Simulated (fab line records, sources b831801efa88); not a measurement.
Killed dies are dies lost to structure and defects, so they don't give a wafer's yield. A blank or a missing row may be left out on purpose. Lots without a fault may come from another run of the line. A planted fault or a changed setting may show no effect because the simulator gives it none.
A struck lot beside a sound one | flow sky130 | 22 steps out of a route of 708
Sound: wafers L922.2, L922.3, L922.6. Struck: wafer L928.6. (L928.2 of the same lot was not struck and is left out.) The cause comes at the end.
At each step with rows: each side's tool, then ch and its chambers, then its first start. Under that, the readings that differ: sound wafers | struck wafers | difference of the means | sigmas: that difference in standard deviations of wafers without a fault.
alike: readings whose means differ by less than 2 such deviations, and words and numbers that are the same on both sides. not compared: withheld readings, readings that some wafer has no value for, bounds like >300 that may hide the same value, and numbers for which the record gives no deviation and whose values overlap.
The two part at a step that has a row with sigmas, a row that says differs or no value, or rows on one side only. Numbers that don't overlap but have no deviation are shown without sigmas and don't part them. A reading that every wafer of one side lacks parts them only if that side has two wafers or more.

first, 8 steps without rows for these wafers: SKY_DNWELL_DEHYDRATE_00 (time 60 s); SKY_DNWELL_HMDS_01 (prime time 60 s); SKY_DNWELL_COAT_02 (resist thk 3000 nm); SKY_DNWELL_SOFTBAKE_03; SKY_DNWELL_EXPOSE_04 (exposes mask DNM, target cd 3000 nm); SKY_DNWELL_PEB_05; SKY_DNWELL_DEVELOP_06 (develop time 60 s); SKY_DNWELL_IMPLANT_07.
SKY_DNWELL_STRIP_08: strips in O2/N2.
  sound on plasma_asher-04 ch 0,1, day 5 02:56; struck on plasma_asher-01 ch 0, day 6 15:25
  reading                      | sound             | struck | difference | sigmas
  strip_time_to_endpoint_s (s) | 37.04 37.01 37.12 | 36.78  | -0.28      | -3
  alike: drypump_motor_current_A, oes_product_au
  not compared: rf_hours_counter_h
SKY_DNWELL_TW_MEAS_09:
  sound on film_metro-03, day 5 03:03; struck on film_metro-01, day 6 15:31
  alike: DNWELL_TW
then, 2 steps without rows for these wafers: SKY_PWDE_DEHYDRATE_00 (time 60 s); SKY_PWDE_HMDS_01 (prime time 60 s).
SKY_PWDE_COAT_02: resist thk 3000 nm.
  sound on litho_track-01 ch 0, day 5 11:29; struck on litho_track-04 ch 0, day 7 00:02
  reading                                | sound          | struck | difference | sigmas
  model.coat_of_PWDE_COAT_02.thk_nm (nm) | 2998 2994 2994 | 1088   | -1907      |
then, 3 steps without rows for these wafers: SKY_PWDE_SOFTBAKE_03; SKY_PWDE_EXPOSE_04 (exposes mask PWDEM, target cd 840 nm); SKY_PWDE_PEB_05.
SKY_PWDE_DEVELOP_06: develop time 60 s.
  sound on litho_track-04 ch 0; struck on litho_track-03 ch 0
  reading                                | sound          | struck | difference | sigmas
  model.coat_of_PWDE_COAT_02.thk_nm (nm) | 2993 2989 2990 | 1084   | -1907      |
  alike: developer_temp_C
SKY_PWDE_OVL_MEAS_07:
  sound on overlay-02, day 5 20:31; struck on overlay-01, day 7 09:38
  reading       | sound        | struck | difference | sigmas
  PWDE_OVL (nm) | 0.8 0.5 -2.5 | 3.2    | +3.6       | +3
then, 1 step without rows for these wafers: SKY_PWDE_IMPLANT_08.
SKY_PWDE_STRIP_09: strips in O2/N2.
  sound on plasma_asher-04 ch 0,1, day 5 20:41; struck on plasma_asher-04 ch 0, day 7 09:49
  reading                      | sound             | struck | difference | sigmas
  strip_time_to_endpoint_s (s) | 36.89 36.84 36.84 | 14.51  | -22.35     | -99 or more
  alike: drypump_motor_current_A, oes_product_au
  not compared: rf_hours_counter_h
SKY_PWDE_TW_MEAS_10:
  sound on film_metro-01, day 5 20:48; struck on film_metro-01, day 7 09:56
  alike: PWDE_TW
-- the record jumps here: 42 days lie between the struck wafers' starts before and after (it left off in module PWDE and takes up again in module PAD_OPEN, whose first step shown is number 708 of the route) --
SKY_PAD_OPEN_PROBE_99:
  sound on prober-02, day 47 19:02; struck on prober-02, day 49 05:41
  reading             | sound     | struck | difference | sigmas
  killed_at_front_end | 14 25 16  | 359    | +341       | +67
  killed_dies         | 90 87 112 | 423    | +327       | +33
  killed_on_rim       | 20 17 25  | 65     | +44        | +10
  alike: killed_at_M0_to_M3, killed_at_M4_up, killed_at_contacts, killed_at_other, killed_open, killed_short

WHERE THEY PART
First at SKY_DNWELL_STRIP_08; last, within this record, at SKY_PAD_OPEN_PROBE_99.

WHY: what the simulator had put in
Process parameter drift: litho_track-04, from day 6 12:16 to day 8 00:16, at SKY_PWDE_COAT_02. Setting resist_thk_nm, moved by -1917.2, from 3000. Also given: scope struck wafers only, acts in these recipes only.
